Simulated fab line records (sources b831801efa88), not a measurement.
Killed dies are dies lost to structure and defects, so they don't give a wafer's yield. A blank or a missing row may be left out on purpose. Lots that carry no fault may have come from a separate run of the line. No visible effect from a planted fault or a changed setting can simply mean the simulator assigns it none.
Tool commonality check | flow gf180mcu | Lots sampled 13, wafers sampled 39

REASON FOR OPENING
At GF_PSD_RS_MEAS_14 the reading NSD_RS is flagged on 2 of 13 lots. Wafers without a fault read 46.11 ohm/sq, standard deviation 0.12.
Rule: a lot is flagged in two cases, either no wafer of it has a number, or all its wafers with numbers fall more than 4 standard deviations from that mean. The other lots count as sound.

lot  | measured     | on            | NSD_RS (ohm/sq), wafer by wafer | flag
L563 | day 14 16:51 | film_metro-03 | 46.11 46.06 46.08               |
L564 | day 15 04:49 | film_metro-03 | 46.19 46.31 46.19               |
L565 | day 15 14:09 | film_metro-03 | 46.16 46.27 46.03               |
L567 | day 16 06:28 | film_metro-03 | 46.24 46.32 46.13               |
L568 | day 16 14:19 | film_metro-02 | 46.25 46.36 46.30               |
L570 | day 17 08:36 | film_metro-03 | 46.20 46.21 46.22               |
L571 | day 17 13:51 | film_metro-01 | 46.05 46.14 46.05               |
L572 | day 18 00:16 | film_metro-01 | 41.85 41.98 42.02               | FLAGGED
L573 | day 18 04:57 | film_metro-02 | 42.16 42.19 42.13               | FLAGGED
L581 | day 21 10:34 | film_metro-01 | 46.10 46.05 46.01               |
L582 | day 21 15:48 | film_metro-03 | 45.96 46.14 46.20               |
L583 | day 21 20:03 | film_metro-01 | 45.90 45.93 45.86               |
L584 | day 22 04:22 | film_metro-01 | 45.96 46.02 45.97               |
Average over the flagged lots: 42.05 ohm/sq; offset from the usual -4.05 ohm/sq, equal to -34 standard deviations.

EACH LOT AND THE TOOL IT RAN ON
The record holds 1 process step before the reading, out of a route of 602 steps. Each cell gives the tool, then ch followed by the chambers the sampled wafers passed through, then the start.
lot  | flag    | GF_PSD_RTA_13
L563 |         | rtp_anneal-02 ch 0, day 14 16:46
L564 |         | rtp_anneal-02 ch 0, day 15 04:44
L565 |         | rtp_anneal-01 ch 0, day 15 14:01
L567 |         | rtp_anneal-02 ch 0, day 16 06:22
L568 |         | rtp_anneal-01 ch 0, day 16 14:13
L570 |         | rtp_anneal-01 ch 0, day 17 08:31
L571 |         | rtp_anneal-02 ch 0, day 17 13:46
L572 | FLAGGED | rtp_anneal-02 ch 0, day 18 00:11
L573 | FLAGGED | rtp_anneal-02 ch 0, day 18 04:52
L581 |         | rtp_anneal-01 ch 0, day 21 10:29
L582 |         | rtp_anneal-01 ch 0, day 21 15:43
L583 |         | rtp_anneal-01 ch 0, day 21 19:58
L584 |         | rtp_anneal-01 ch 0, day 22 04:15
What is done by these steps:
- GF_PSD_RTA_13: time 20 s.
- GF_PSD_RS_MEAS_14: measures by four-point-probe.

FLAGGED AGAINST TOTAL, ONE TOOL AT A TIME (gauges that did the reading follow at the end)
step              | tool          | lots run | flagged | share of the flagged lots | sound lots run after its first flagged lot
GF_PSD_RTA_13     | rtp_anneal-01 | 7        | 0       | none                      | -
GF_PSD_RTA_13     | rtp_anneal-02 | 6        | 2       | all                       | 0
GF_PSD_RS_MEAS_14 | film_metro-01 | 5        | 1       | some                      | 3 (L581,L583,L584)
GF_PSD_RS_MEAS_14 | film_metro-02 | 2        | 1       | some                      | 0
GF_PSD_RS_MEAS_14 | film_metro-03 | 6        | 0       | none                      | -

THE TABLE: WHAT IT ALLOWS
Rows of the table that ran each flagged lot: 1, that is rtp_anneal-02 at GF_PSD_RTA_13.
- rtp_anneal-02 at GF_PSD_RTA_13 ran 6 lots, 2 of them flagged. It ran its last sound lot, L571, at day 17 13:46 and its first flagged lot, L572, at day 18 00:11: a fault with its onset between the two fits. Its own readings (lamp_power_pct) fall more than 4 standard deviations out on all wafers of the flagged lots.
What remains is a single tool, rtp_anneal-02 at GF_PSD_RTA_13.

WHAT WAS PUT IN BY THE SIMULATOR
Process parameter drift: rtp_anneal-02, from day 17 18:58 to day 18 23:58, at GF_PSD_RTA_13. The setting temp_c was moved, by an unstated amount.
Shown lots that were struck: L572, L573. The same result came from the rule above.
